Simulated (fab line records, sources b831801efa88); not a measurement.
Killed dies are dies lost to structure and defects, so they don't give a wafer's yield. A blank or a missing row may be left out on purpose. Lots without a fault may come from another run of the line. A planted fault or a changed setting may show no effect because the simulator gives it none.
fab line records | flow sky130 | part 2 of 2: steps 30 to 38 of 38
record lots=5 wafers=15 last_day=48
route steps=708 shown METAL3@558 VIA3@573
lots that met no fault: from a run of the same line without faults
start_h: hours from the record's first day to the start of the lot's first wafer shown | wait_h: hours since the lot's step before | " the same as in the row above | L1.1+2: a row that stands for several wafers | - no value, or no start given | * or withheld: withheld | < > ~ a bound
route shown NAME@n: a module of which the file shows steps, and the number in the route of the first | usual: mean/standard deviation of fault-free wafers | same: alike in all rows | chamber/n: place in a boat | sites: the reading at each site | _std_site: their standard deviation | _edge_site: outer sites' mean less inner sites' | radius_mm: how far each site lies from the wafer's centre | mask NAME#n: copy n | behind: the tool/chamber that last shaped the wafer | hold: why the lot was held/for how many hours/how that ended | device: the transistor (n, p or np) that didn't switch | end of line: the same wafers' tests at the end of the route | a step without rows: its recipe alone | killed: dies lost to structure and defects at the first sort, not the wafer's yield | map: a wafer's dies, x killed, . not, _ none there
set.NAME: the setting as run; set.NAME@STEP: as run at that earlier step | model.NAME: the simulator's own value behind a step, which no gauge read
lots at some steps of the route; a table a step, a row a wafer
services: from which hour (start_h, from the record's first day; less than 0 if before it) a tool's chamber was out of use, for how many hours, and why
## steps
# step SKY_VIA3_ETCH_14
# recipe chemistry=N2/H2 target=BARC ion_energy_ev=200 source_w=500 bias_w=100 pressure_mtorr=30 n2_flow_sccm=100 h2_flow_sccm=200 stop_on=SiO2 time_s=45.9 target_depth_a=600
# usual chamber_pressure_mTorr=29.999/0.029 drypump_motor_current_A=5.7/0.44 oes_product_au=0.856/0.0051 throttle_valve_pct=13.224/0.009
# columns lot.wafer tool chamber start_h wait_h chamber_pressure_mTorr drypump_motor_current_A oes_product_au rf_hours_counter_h throttle_valve_pct
L075.1 rie_diel-01 1 926.53 0.0 30.009 6.2 0.856 9 13.229
L075.2 " 0 " " 30.028 4.9 0.861 22 13.242
L075.5 " 1 " " 30.046 6.2 0.856 - 13.220
L076.2 rie_diel-02 3 941.33 0.0 29.975 5.7 0.857 2 13.220
L076.3 " 2 " " 29.951 5.3 0.855 23 13.225
L076.4 " 1 " " 30.004 5.9 0.847 23 13.226
L080.1 rie_diel-03 3 976.14 0.0 29.938 5.3 0.859 24 13.207
L080.4 " 0 " " 29.999 5.9 0.858 14 13.253
L080.5 " 3 " " 30.027 5.4 0.855 - 13.215
L083.1 rie_diel-02 3 993.59 0.0 30.027 5.7 0.848 3 13.239
L083.3 " 2 " " 29.972 5.3 0.853 25 13.228
L083.6 " 0 " " 30.017 5.5 0.858 - 13.221
L086.3 rie_diel-03 2 1018.73 0.0 29.975 6.6 0.861 2 13.245
L086.5 " 2 " " 30.034 6.6 0.855 - 13.224
L086.6 " 1 " " 30.049 5.8 0.854 - 13.224
# step SKY_VIA3_ETCH_15
# recipe target=SiO2 chemistry=C4F8/O2/Ar target_depth_nm=507 stop_on=TiN mask_material=KrF-thick source_w=1500 bias_w=1200 pressure_mtorr=40 c4f8_flow_sccm=withheld O2_flow_sccm=6 Ar_flow_sccm=300 time_s=78
# usual chamber_pressure_mTorr=40.00/0.032 oes_product_au=0.946/0.0047
# columns lot.wafer tool chamber start_h wait_h chamber_pressure_mTorr oes_product_au rf_hours_counter_h
L075.1 rie_diel-01 1 926.57 0.0 40.03 0.950 9
L075.2 " 0 " " 40.01 0.946 22
L075.5 " 1 " " 39.95 0.954 -
L076.2 rie_diel-02 3 941.37 0.0 40.00 0.941 2
L076.3 " 2 " " 40.02 0.947 23
L076.4 " 1 " " 39.99 0.949 23
L080.1 rie_diel-03 3 976.18 0.0 39.98 0.949 24
L080.4 " 0 " " 40.04 0.949 14
L080.5 " 3 " " 39.95 0.952 -
L083.1 rie_diel-02 3 993.63 0.0 40.00 0.947 3
L083.3 " 2 " " 40.01 0.951 25
L083.6 " 0 " " 39.99 0.952 -
L086.3 rie_diel-03 2 1018.77 0.0 40.01 0.951 2
L086.5 " 2 " " 40.03 0.952 -
L086.6 " 1 " " 40.02 0.942 -
# step SKY_VIA3_STRIP_16
# recipe chemistry=O2/N2 power_w=1400 pressure_mtorr=1500 platen_temp_c=withheld o2_flow_sccm=3000 n2_flow_sccm=300 overash_fraction=0.5
# usual chamber_pressure_mTorr=1500.1/1.3 drypump_motor_current_A=6.0/0.43 oes_product_au=0.402/0.0046 strip_time_to_endpoint_s=4.132/0.022
# columns lot.wafer tool chamber start_h wait_h chamber_pressure_mTorr drypump_motor_current_A oes_product_au rf_hours_counter_h strip_time_to_endpoint_s
L075.1 plasma_asher-03 0 926.63 0.0 1498.0 5.9 0.389 50 4.137
L075.2 " 1 " " 1500.1 6.4 0.405 50 4.146
L075.5 " 0 " " 1498.8 5.9 0.397 - 4.130
L076.2 plasma_asher-03 1 941.43 0.0 1500.2 6.4 0.395 51 4.080
L076.3 " 1 " " 1499.9 6.4 0.401 - 4.096
L076.4 " 0 " " 1498.2 5.9 0.402 - 4.122
L080.1 plasma_asher-03 0 976.24 0.0 1498.6 6.0 0.395 55 4.148
L080.4 " 0 " " 1500.3 6.0 0.404 - 4.158
L080.5 " 1 " " 1500.6 6.4 0.408 - 4.155
L083.1 plasma_asher-04 1 993.69 0.0 1498.7 6.0 0.405 85 4.141
L083.3 " 0 " " 1501.9 5.6 0.401 - 4.135
L083.6 " 0 " " 1500.6 5.5 0.410 - 4.143
L086.3 plasma_asher-01 1 1018.86 0.1 1499.9 6.6 0.400 - 4.143
L086.5 " 1 " " 1500.6 6.6 0.405 - 4.135
L086.6 " 0 " " 1497.2 5.4 0.404 - 4.155
# step SKY_VIA3_STRIP_17
# recipe chemistry=post_etch_residue_remover time_s=1200 temp_c=72.5
# columns lot.wafer tool chamber start_h wait_h
L075.1+2+5 wet_bench-01 0 926.73 0.1
L076.2+3+4 wet_bench-03 2 941.53 0.1
L080.1+4+5 wet_bench-03 2 976.34 0.1
L083.1+3+6 wet_bench-02 0 993.79 0.1
L086.3+5+6 wet_bench-03 1 1018.93 0.0
# step SKY_VIA3_CLEAN_18
# recipe chemistry=IPA time_s=180 temp_c=25
# columns lot.wafer tool chamber start_h wait_h
L075.1+2+5 wet_bench-03 2 927.07 0.0
L076.2+3+4 wet_bench-01 2 941.90 0.0
L080.1+4+5 wet_bench-02 1 976.69 0.0
L083.1+3+6 wet_bench-01 0 994.14 0.0
L086.3+5+6 wet_bench-01 0 1019.27 0.0
# step SKY_VIA3_CLEAN_19
# recipe chemistry=O3/DIW dry=n2_spin
# columns lot.wafer tool chamber start_h wait_h
L075.1+2+5 wet_bench-01 0 927.13 0.0
L076.2+3+4 wet_bench-01 0 941.96 0.0
L080.1+4+5 wet_bench-01 3 976.74 0.0
L083.1+3+6 wet_bench-02 0 994.19 0.0
L086.3+5+6 wet_bench-01 1 1019.33 0.0
# step SKY_VIA3_SPUTTER_20
# recipe material=TiN target_thk_nm=20 chamber_pressure_pa=5 power_w=4000 time_s=80
# usual throttle_valve_pct=29.8/0.94
# columns lot.wafer tool chamber start_h wait_h throttle_valve_pct
L075.1 pvd_sputter-04 - 927.23 0.0 29.5
L075.2 " - " " 31.3
L075.5 " - " " 29.8
L076.2 pvd_sputter-03 - 942.05 0.0 29.3
L076.3 " - " " 29.2
L076.4 " - " " 30.3
L080.1 pvd_sputter-03 - 976.84 0.0 29.3
L080.4 " - " " 30.3
L080.5 " - " " 30.5
L083.1 pvd_sputter-04 - 994.29 0.0 29.5
L083.3 " - " " 31.1
L083.6 " - " " 29.7
L086.3 pvd_sputter-03 - 1019.42 0.0 29.5
L086.5 " - " " 29.3
L086.6 " - " " 29.0
# step SKY_VIA3_CVD_21
# recipe material=W target_thk_nm=390 time_s=117.31 temp_c=400 pressure_torr=40
# usual chamber_pressure_Torr=40.00/0.085 heater_power_w=941/100
# columns lot.wafer tool chamber start_h wait_h chamber_pressure_Torr heater_power_w
L075.1 cvd_w-01 0 927.29 0.0 40.02 784
L075.2 " 1 " " 39.99 949
L075.5 " 0 " " 39.97 780
L076.2 cvd_w-01 1 942.11 0.0 40.08 991
L076.3 " 1 " " 40.15 998
L076.4 " 0 " " 40.03 790
L080.1 cvd_w-01 0 976.90 0.0 40.00 794
L080.4 " 0 " " 39.98 797
L080.5 " 0 " " 39.99 803
L083.1 cvd_w-01 0 994.35 0.0 40.02 810
L083.3 " 1 " " 39.97 1002
L083.6 " 1 " " 39.97 1008
L086.3 cvd_w-02 1 1019.52 0.1 39.96 1069
L086.5 " 1 " " 39.89 1076
L086.6 " 0 " " 39.92 966
# step SKY_VIA3_RS_MEAS_22
# recipe thk_meas_gauge=four-point-probe reads=W_of_VIA3_CVD_21+TiN_of_VIA3_SPUTTER_20
# usual VIA3_W_RS=0.291/0.0041
# columns lot.wafer tool chamber start_h wait_h VIA3_W_RS[ohm/sq]
L075.1 film_metro-03 - 927.41 0.1 0.299
L075.2 " - " " 0.287
L075.5 " - " " 0.298
L076.2 film_metro-03 - 942.25 0.1 0.284
L076.3 " - " " 0.284
L076.4 " - " " 0.296
L080.1 film_metro-03 - 977.02 0.1 0.295
L080.4 " - " " 0.293
L080.5 " - " " 0.293
L083.1 film_metro-03 - 994.47 0.1 0.293
L083.3 " - " " 0.286
L083.6 " - " " 0.287
L086.3 film_metro-03 - 1019.64 0.1 0.288
L086.5 " - " " 0.287
L086.6 " - " " 0.292
## services
# columns tool chamber start_h hours kind
krf_scanner-02 - 876.76 0.8 pm
plasma_asher-01 - 877.02 18.8 repair
plasma_asher-01 - 879.27 0.5 repair
cvd_w-01 - 880.63 14.6 pm
krf_scanner-01 - 881.76 1.3 pm
rie_diel-03 - 883.62 0.6 repair
rie_diel-03 1 890.81 6.4 repair
cmp-02 - 894.13 1.2 repair
krf_scanner-01 - 896.02 4.0 pm
cvd_w-01 - 904.00 14.0 pm
cmp-02 - 905.50 1.2 repair
cmp-02 - 910.89 6.7 repair
krf_scanner-01 - 917.58 0.8 pm
rie_metal-04 - 920.24 0.8 repair
krf_scanner-02 - 928.98 3.6 pm
rie_metal-04 0 938.42 8.2 repair
krf_scanner-02 - 941.50 0.8 pm
rie_diel-02 3 941.93 10.3 repair
krf_scanner-02 - 975.78 1.0 pm
krf_scanner-02 - 983.16 2.0 repair
rie_metal-04 - 984.47 2.4 repair
rie_metal-02 - 1005.52 2.8 pm
rie_metal-04 - 1007.18 0.6 repair
cmp-02 - 1011.06 0.4 repair
